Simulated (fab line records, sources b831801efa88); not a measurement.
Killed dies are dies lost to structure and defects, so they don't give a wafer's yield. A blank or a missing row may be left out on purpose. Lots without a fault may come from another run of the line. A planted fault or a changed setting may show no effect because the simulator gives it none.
Check of tool commonality -- flow sky130 -- 13 lots, 39 wafers sampled

## REASON IT WAS OPENED
On 1 of the 13 lots, a flag is raised at SKY_POLY_GATE_CD_MEAS_13 on the reading cdNm. Fault-free wafers read 149.9 nm, with a standard deviation of 1.4.
Rule: a lot is flagged when every wafer of it that has a number lies more than 4 standard deviations from that mean, or none has a number. The other lots count as sound.

lot,measured,on,"cdNm (nm), wafer by wafer",flag
L365,day 17 20:37,cdSem-02,147.9 148.7 148.8,
L366,day 17 21:25,cdSem-01,149.6 150.4 150.2,
L367,day 17 22:01,cdSem-02,146.9 147.9 147.2,
L369,day 17 23:19,cdSem-01,148.0 148.6 149.5,
L372,day 19 03:52,cdSem-01,148.9 150.1 149.1,
L374,day 19 16:54,cdSem-02,150.3 150.0 150.3,
L376,day 20 05:10,cdSem-02,148.6 148.3 147.1,
L377,day 20 21:44,cdSem-01,161.9 161.4 160.5,FLAGGED
L379,day 21 08:11,cdSem-02,149.9 150.5 149.4,
L380,day 21 17:38,cdSem-02,150.2 150.6 152.0,
L383,day 23 05:18,cdSem-02,148.2 149.4 149.6,
L385,day 23 17:14,cdSem-02,152.2 151.5 151.7,
L386,day 24 02:17,cdSem-01,151.1 149.7 150.4,
Average over the flagged lots: 161.3 nm; offset from the usual +11.4 nm, equal to +8 standard deviations.

## TOOL THAT RAN EACH LOT
2 process steps preceding the reading are held in the record, out of 708 steps in the route. In each cell: the tool, then ch and the chambers that the sampled wafers went through, then the start.
lot,flag,SKY_VT_ADJUST_HVTR_STRIP_10,SKY_POLY_GATE_EXPOSE_10
L365,,"plasmaAsher-01 ch 0,1, day 9 20:11","krfScanner-01 ch 0, day 17 05:58"
L366,,"plasmaAsher-04 ch 0,1, day 10 13:24","krfScanner-02 ch 0, day 17 06:53"
L367,,"plasmaAsher-04 ch 0,1, day 10 11:33","krfScanner-01 ch 0, day 17 07:08"
L369,,"plasmaAsher-01 ch 0,1, day 10 18:48","krfScanner-01 ch 0, day 17 08:38"
L372,,"plasmaAsher-01 ch 0,1, day 11 16:40","krfScanner-02 ch 0, day 18 12:56"
L374,,"plasmaAsher-04 ch 0,1, day 12 06:01","krfScanner-02 ch 0, day 19 01:34"
L376,,"plasmaAsher-01 ch 0,1, day 12 16:42","krfScanner-02 ch 0, day 19 13:34"
L377,FLAGGED,"plasmaAsher-01 ch 0,1, day 13 08:00","krfScanner-02 ch 0, day 20 06:49"
L379,,"plasmaAsher-01 ch 0,1, day 13 16:34","krfScanner-01 ch 0, day 20 16:59"
L380,,"plasmaAsher-01 ch 0,1, day 13 22:53","krfScanner-02 ch 0, day 21 02:46"
L383,,"plasmaAsher-02 ch 0,1, day 15 03:42","krfScanner-01 ch 0, day 22 14:25"
L385,,"plasmaAsher-01 ch 0,1, day 15 12:54","krfScanner-01 ch 0, day 23 02:27"
L386,,"plasmaAsher-04 ch 1, day 15 20:22","krfScanner-02 ch 0, day 23 10:52"
These steps, and what they do:
- SKY_VT_ADJUST_HVTR_STRIP_10: strips in O2/N2.
- SKY_POLY_GATE_EXPOSE_10: exposes mask P1M, target cd 150 nm.
- SKY_POLY_GATE_CD_MEAS_13: target cd 150 nm.

## FLAGGED AGAINST TOTAL, ONE TOOL AT A TIME (gauges that did the reading follow at the end)
step,tool,lots run,flagged,share of the flagged lots,sound lots run after its first flagged lot
SKY_VT_ADJUST_HVTR_STRIP_10,plasmaAsher-01,8,1,all,"3 (L379,L380,L385)"
SKY_VT_ADJUST_HVTR_STRIP_10,plasmaAsher-02,1,0,none,-
SKY_VT_ADJUST_HVTR_STRIP_10,plasmaAsher-04,4,0,none,-
SKY_POLY_GATE_EXPOSE_10,krfScanner-01,6,0,none,-
SKY_POLY_GATE_EXPOSE_10,krfScanner-02,7,1,all,"2 (L380,L386)"
SKY_POLY_GATE_CD_MEAS_13,cdSem-01,5,1,all,1 (L386)
SKY_POLY_GATE_CD_MEAS_13,cdSem-02,8,0,none,-

## WHAT THE TABLE PERMITS
Every flagged lot was run by 3 rows of the table: plasmaAsher-01 at SKY_VT_ADJUST_HVTR_STRIP_10, krfScanner-02 at SKY_POLY_GATE_EXPOSE_10 and cdSem-01 at SKY_POLY_GATE_CD_MEAS_13.
- plasmaAsher-01 at SKY_VT_ADJUST_HVTR_STRIP_10: 1 of its 8 lots flagged. Lots that were sound ran on it after the first flagged one (L379, L380, L385); a persistent fault on the entire tool would not allow that.
- krfScanner-02 at SKY_POLY_GATE_EXPOSE_10: 1 of its 7 lots flagged. Lots that were sound ran on it after the first flagged one (L380, L386); a persistent fault on the entire tool would not allow that.
- cdSem-01 at SKY_POLY_GATE_CD_MEAS_13: 1 of its 5 lots flagged. Lots that were sound ran on it after the first flagged one (L386); a persistent fault on the entire tool would not allow that.
There is no row in the table that ran each flagged lot and no sound lot after the first.

## WHAT WAS PUT IN BY THE SIMULATOR
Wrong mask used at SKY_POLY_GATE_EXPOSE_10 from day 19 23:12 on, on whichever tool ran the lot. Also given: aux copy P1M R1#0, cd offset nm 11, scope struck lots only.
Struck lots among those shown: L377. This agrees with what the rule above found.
